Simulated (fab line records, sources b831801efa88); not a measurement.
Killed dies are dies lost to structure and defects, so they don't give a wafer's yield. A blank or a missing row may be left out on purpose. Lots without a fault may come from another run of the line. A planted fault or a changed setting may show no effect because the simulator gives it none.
One fault seen from 2 desks | flow gf180mcu | each desk has only its own numbers; what lay behind them comes last

THE METROLOGY DESK
What the gauges read, lot by lot, whatever tool the lot ran on: means of the sampled wafers that have a number. A lot is out of limits, marked OUT, if its mean lies more than 4 standard deviations from the usual mean; the brackets give that distance.
Columns: A = MVPSD_TW at GF_MVPSD_TW_MEAS_11, usual 552.0; B = MVPSD_RS at GF_VT_IMPLANT_RS_MEAS_49, usual 1168 ohm/sq; C = HV_LDD_TW at GF_HV_LDD_TW_MEAS_11, usual 2401; D = M1_OVL at GF_M1_OVL_MEAS_15, usual -1 nm
lot  | first seen here | A               | B                     | C    | D
L325 | day 5 01:59     | 553.3           | 1170                  | 2413 | -3
L327 | day 5 18:42     | 551.4           | 1166                  | 2408 | -4
L329 | day 6 10:56     | 555.5           | 1168                  | 2411 | 3
L330 | day 6 19:46     | 554.5           | 1168                  | 2398 | -3
L331 | day 7 00:16     | 551.6           | 1171                  | 2415 | -4
L334 | day 7 17:22     | 549.7           | 1170                  | 2398 | 1
L337 | day 8 04:10     | 555.4           | 1165                  | 2404 | -4
L339 | day 8 16:41     | 687.7 (+54) OUT | 696 (-99 or more) OUT | 2387 | 2
L340 | day 8 23:59     | 552.5           | 1164                  | 2409 | -3
L342 | day 9 09:48     | 547.9           | 1173                  | 2401 | -10
L344 | day 9 21:08     | 687.0 (+54) OUT | 696 (-99 or more) OUT | 2398 | -1
L345 | day 10 01:45    | 549.2           | 1169                  | 2376 | 2
L347 | day 10 17:14    | 550.3           | 1165                  | 2410 | -1
This desk's finding: out of limits on L339, L344; first on L339, day 8 16:41 (MVPSD_TW at GF_MVPSD_TW_MEAS_11). In limits: L325, L327, L329, L330, L331, L334, L337, L340, L342, L345, L347.

THE TOOL OWNER'S DESK: implanter-04
The tool's own readings at GF_MVPSD_IMPLANT_09: means of the sampled wafers that have a number, for each lot that ran on this tool. A lot is out of limits, marked OUT, if its mean lies more than 4 standard deviations from the usual mean; the brackets give that distance.
Columns: A = dose_ions_cm2 at GF_MVPSD_IMPLANT_09, usual 5e+12; B = faraday_current_uA at GF_MVPSD_IMPLANT_09, usual 28.1
lot  | first seen here | A                       | B
L327 | day 5 18:26     | 5e+12                   | 28.4
L331 | day 7 00:01     | 5e+12                   | 28.0
L334 | day 7 17:07     | 5e+12                   | 27.7
L337 | day 8 03:56     | 5e+12                   | 27.9
L339 | day 8 16:26     | 4e+13 (+99 or more) OUT | 197.0 (+99 or more) OUT
L344 | day 9 20:55     | 4e+13 (+99 or more) OUT | 199.6 (+99 or more) OUT
This desk's finding: out of limits on L339, L344; first on L339, day 8 16:26 (dose_ions_cm2 at GF_MVPSD_IMPLANT_09). In limits: L327, L331, L334, L337.

PUT TOGETHER
The tool owner's desk could have raised an alarm at day 8 16:26, on L339, L344.
The metrology desk could have raised an alarm at day 8 16:41, on L339, L344.
Of the lots named, all ran GF_MVPSD_IMPLANT_09 on implanter-04.

WHAT THE SIMULATOR HAD PUT IN
Process parameter drift: implanter-04, from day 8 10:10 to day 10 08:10, at GF_MVPSD_IMPLANT_09. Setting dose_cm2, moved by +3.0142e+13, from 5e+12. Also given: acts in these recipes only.
Lots struck among those shown: L339, L344.
Hours from the fault's start to each desk's first reading out of limits: the tool owner's desk, 6; the metrology desk, 7.
